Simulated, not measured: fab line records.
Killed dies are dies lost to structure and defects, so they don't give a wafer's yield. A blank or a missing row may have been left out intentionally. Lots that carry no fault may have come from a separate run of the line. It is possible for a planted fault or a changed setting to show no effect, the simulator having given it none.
The tool behind it: which one? -- flow gf180mcu -- 24 lots with 72 wafers sampled at 3 steps, on a route of 602 steps

== WHAT EACH GAUGE READ, for each wafer ==
GF_POLY_GATE_OVL_MEAS_11. Usual: POLY_GATE_OVL gives 3 nm (standard deviation 5.7).
lot,measured,on,POLY_GATE_OVL (nm),flag
L074,day 9 07:55,overlay-02,4 8 6,
L075,day 9 12:23,overlay-02,-4 -1 0,
L076,day 9 18:44,overlay-01,0 7 2,
L077,day 10 02:13,overlay-02,13 5 3,
L078,day 10 08:11,overlay-02,-5 -1 -5,
L079,day 10 17:47,overlay-02,-1 -5 -2,
L080,day 10 21:47,overlay-01,-4 9 4,
L081,day 11 05:17,overlay-01,6 10 1,
L082,day 11 12:11,overlay-01,3 8 8,
L083,day 11 23:59,overlay-02,3 2 -2,
L084,day 12 06:46,overlay-02,2 4 6,
L085,day 12 12:23,overlay-01,1 -3 -3,
L086,day 12 17:42,overlay-02,-2 5 4,
L087,day 13 01:19,overlay-02,-3 1 -6,
L088,day 13 07:46,overlay-01,-4 -5 -2,
L089,day 13 12:46,overlay-02,-6 -5 1,
L090,day 13 18:56,overlay-01,-4 -1 1,
L091,day 14 08:10,overlay-01,9 6 9,
L092,day 14 10:44,overlay-01,2 7 7,
L093,day 14 22:32,overlay-02,15 15 13,
L094,day 15 02:58,overlay-02,3 6 0,
L095,day 15 11:19,overlay-02,10 9 13,
L096,day 15 17:34,overlay-01,-2 3 -3,
L097,day 16 06:10,overlay-01,12 3 4,

GF_POLY_GATE_THK_MEAS_17. Usual: POLY_GATE_OXIDATION_THK gives 3.99 nm (standard deviation 0.08).
lot,measured,on,POLY_GATE_OXIDATION_THK (nm),flag
L074,day 9 10:36,film_metro-03,4.07 4.12 4.11,
L075,day 9 14:10,film_metro-04,3.98 4.07 4.08,
L076,day 9 21:03,film_metro-04,3.92 3.83 3.97,
L077,day 10 03:45,film_metro-01,4.15 4.03 4.11,
L078,day 10 10:46,film_metro-04,3.88 3.91 3.96,
L079,day 10 19:19,film_metro-03,3.94 3.91 3.95,
L080,day 10 23:19,film_metro-03,3.89 3.83 3.88,
L081,day 11 06:49,film_metro-01,3.94 4.00 3.96,
L082,day 11 14:33,film_metro-01,3.94 3.95 3.96,
L083,day 12 01:32,film_metro-04,3.93 3.92 3.91,
L084,day 12 08:19,film_metro-01,4.14 4.15 4.09,
L085,day 12 13:55,film_metro-01,4.06 4.01 4.03,
L086,day 12 19:18,film_metro-01,3.94 3.90 3.97,
L087,day 13 02:52,film_metro-04,3.98 3.94 3.90,
L088,day 13 09:46,film_metro-04,4.00 4.03 4.04,
L089,day 13 14:59,film_metro-03,3.92 3.97 3.98,
L090,day 13 22:28,film_metro-04,3.97 3.98 3.94,
L091,day 14 10:53,film_metro-04,3.89 3.80 3.87,
L092,day 14 13:35,film_metro-01,4.02 4.10 4.03,
L093,day 15 00:04,film_metro-03,3.88 4.03 4.06,
L094,day 15 04:31,film_metro-04,3.93 4.05 4.08,
L095,day 15 12:52,film_metro-01,4.12 4.09 4.07,
L096,day 15 19:17,film_metro-04,4.09 4.09 4.00,
L097,day 16 07:55,film_metro-03,4.06 3.96 4.00,

GF_HV_LDD_CD_MEAS_19: target cd 400 nm. Usual: 399.4 nm for cd_nm, sd 2.5.
lot,measured,on,cd_nm (nm),flag
L074,day 10 22:19,cd_sem-02,395.7 395.6 396.7,
L075,day 11 03:02,cd_sem-01,397.8 397.3 397.8,
L076,day 11 08:53,cd_sem-01,398.5 403.6 399.4,
L077,day 11 16:20,cd_sem-02,397.5 396.4 396.6,
L078,day 12 00:49,cd_sem-02,398.2 397.8 398.9,
L079,day 12 09:10,cd_sem-01,396.5 395.5 396.0,
L080,day 12 13:14,cd_sem-02,398.0 399.3 399.7,
L081,day 12 21:24,cd_sem-01,398.9 399.4 399.9,
L082,day 13 06:03,cd_sem-02,396.3 395.9 394.1,
L083,day 13 17:33,cd_sem-01,400.5 402.6 400.9,
L084,day 13 23:37,cd_sem-01,403.1 402.8 405.2,
L085,day 14 06:43,cd_sem-01,397.8 399.6 399.8,
L086,day 14 12:06,cd_sem-01,398.9 398.9 399.5,
L087,day 14 19:29,cd_sem-02,403.3 402.6 403.1,
L088,day 15 02:07,cd_sem-01,400.4 401.0 399.3,
L089,day 15 09:18,cd_sem-02,397.3 397.6 397.2,
L090,day 15 16:52,cd_sem-02,396.4 396.3 395.7,
L091,day 16 06:15,cd_sem-02,404.3 405.3 401.1,
L092,day 16 08:49,cd_sem-01,400.1 399.6 400.5,
L093,day 16 20:42,cd_sem-02,400.4 399.4 399.6,
L094,day 17 01:31,cd_sem-01,398.5 399.9 402.6,
L095,day 17 09:37,cd_sem-02,401.5 401.0 401.4,
L096,day 17 16:01,cd_sem-01,400.8 401.1 402.9,
L097,day 18 05:28,cd_sem-02,399.4 397.1 398.3,

== EACH LOT AND THE TOOL THAT RAN IT (in order: tool; ch and the chambers of the sampled wafers; start) ==
No process step before these readings appears in the record.

== AS READ BY THE TOOLS THEMSELVES (means over the sampled wafers that have a number; for cases with no such wafer, the mark the record gives instead) ==
The record holds no such reading with a usual standard deviation.

== THE ANSWER, worked out from the rows above alone ==
Rule: a lot counts as off when the mean over its wafers that have a number is more than 3 standard deviations away from the usual mean. Also off: a lot with no number at a reading for which 4 or more lots have one. All remaining lots with rows at the step are treated as sound. The gauges are gone through in route order, then the tools' own readings, and for those a lot's mean is taken as printed above. The first step at which some lot is off is used, and at that step the reading that is off furthest; a lot without a number counts as furthest.
None of the lots is off at any reading shown; this tells nothing.

== WHAT THE SIMULATOR HAD PUT IN ==
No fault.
